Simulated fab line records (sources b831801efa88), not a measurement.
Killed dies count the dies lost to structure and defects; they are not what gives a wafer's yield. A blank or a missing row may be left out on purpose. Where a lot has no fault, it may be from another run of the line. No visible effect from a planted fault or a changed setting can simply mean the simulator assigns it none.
2 desks looking at one fault + flow sky130 + every desk sees just its own numbers, and what lay behind them comes last

THE METROLOGY DESK
Lot by lot, what the gauges showed, no matter which tool ran the lot: averages of those sampled wafers that carry a number. A lot is out of limits, marked OUT, if its mean lies more than 4 standard deviations from the usual mean; the brackets give that distance.
Columns: A = cd nm at SKY_SD_N_CD_MEAS_07, usual 380.1 nm
| lot  | first seen here | A     |
|------|-----------------|-------|
| L196 | day 29 04:17    | 381.7 |
| L197 | day 29 04:51    | 378.6 |
| L199 | day 30 07:05    | 378.0 |
| L198 | day 30 07:22    | 378.9 |
| L201 | day 30 10:21    | 382.4 |
| L203 | day 31 12:29    | 383.6 |
| L205 | day 31 21:41    | 381.1 |
| L211 | day 33 08:05    | 384.4 |
| L212 | day 33 13:37    | 380.0 |
| L214 | day 34 02:45    | 380.5 |
| L216 | day 34 13:34    | 377.2 |
| L217 | day 35 01:42    | 378.1 |
| L219 | day 35 09:30    | 381.2 |
This desk's finding: nothing out of limits on any of the 13 lots.

TOOL OWNER'S DESK, rie diel-01
The tool's own readings at SKY_VIA1_ETCH_14 (etches BARC in N2/H2, stops on SiO2, time 45.9 s, target depth 60 nm): means of the sampled wafers that have a number, for each lot that ran on this tool. A lot is out of limits, marked OUT, if its mean lies more than 4 standard deviations from the usual mean; the brackets give that distance.
Columns: A = drypump motor current A at SKY_VIA1_ETCH_14, usual 5.8 A; B = oes product au at SKY_VIA1_ETCH_14, usual 0.855 a.u.; C = run length s at SKY_VIA1_ETCH_14, usual 74.2 s; D = throttle valve pct at SKY_VIA1_ETCH_14, usual 13.224 %
| lot  | first seen here | A   | B               | C              | D      |
|------|-----------------|-----|-----------------|----------------|--------|
| L196 | day 35 04:09    | 5.8 | 0.856           | 74.0           | 13.227 |
| L198 | day 36 05:24    | 6.3 | 0.856           | 73.8           | 13.220 |
| L201 | day 36 08:36    | 5.4 | 0.853           | 74.0           | 13.230 |
| L203 | day 37 10:40    | 5.5 | 1.004 (+35) OUT | 66.8 (-16) OUT | 13.245 |
Finding of this desk: L203 out of limits; the first was L203 at day 37 10:40, on oes product au at SKY_VIA1_ETCH_14. In limits: L196, L198, L201.

BROUGHT TOGETHER
The tool owner's desk could have raised an alarm at day 37 10:40, on L203.
The metrology desk saw nothing out of limits.
The metrology desk holds a record of L203, inside its limits.
Every lot named ran SKY_VIA1_ETCH_14 on rie diel-01.

WHAT THE SIMULATOR HAD INSERTED
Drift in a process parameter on rie diel-01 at SKY_VIA1_ETCH_14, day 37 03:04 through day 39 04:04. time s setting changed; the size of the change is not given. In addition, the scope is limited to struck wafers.
Shown lots that were struck: L203.
How many hours passed from the start of the fault until each desk's first out-of-limits reading: the tool owner's desk, 8.
